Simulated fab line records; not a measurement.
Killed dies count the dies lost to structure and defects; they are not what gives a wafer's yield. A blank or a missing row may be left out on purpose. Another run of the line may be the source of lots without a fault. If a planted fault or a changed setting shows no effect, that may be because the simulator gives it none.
Chamber matching ; flow sky130 ; 3 sister chambers for SKY_CONTACT_CMP_04 on cmp-02
The step polishes SiO2. 3 wafers are shown with their chamber, then 7 later ones without.

== EACH WAFER AND ITS CHAMBER ==
wafer;chamber;motor_current_A (A)
L759.1;3;10.6
L764.5;1;12.9
L763.1;2;11.4

== WAFERS WITHOUT THEIR CHAMBER ==
wafer;motor_current_A (A)
L763.4;12.8
L763.5;12.1
L768.1;11.6
L768.4;12.6
L768.5;11.8
L772.2;12.9
L772.5;10.2

== CHAMBER TAKEN BY EACH ==
wafer;from the rows above;in truth
L763.4;1;1
L763.5;can't be placed: 2 or 1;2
L768.1;2;2
L768.4;1;1
L768.5;can't be placed: 2 or 1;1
L772.2;1;1
L772.5;3;3
Correct placement for 5 of the 7. These rows do not allow placing 2 (true chamber among the candidates in 2). Number placed wrongly: 0.
How it was worked out, from the rows above alone: a wafer's distance from a chamber is the root of the sum, over the readings, of the square of ((its reading less the chamber's mean) divided by the reading's scatter). If the next closest chamber is less than 2 further off than the closest, the wafer can't be placed; otherwise it belongs to the closest. The mean given for a chamber averages the wafers shown for that chamber. The scatter (one wafer shown for each chamber): square how far every hidden wafer sits from the nearest shown wafer, average those squares and take the square root.
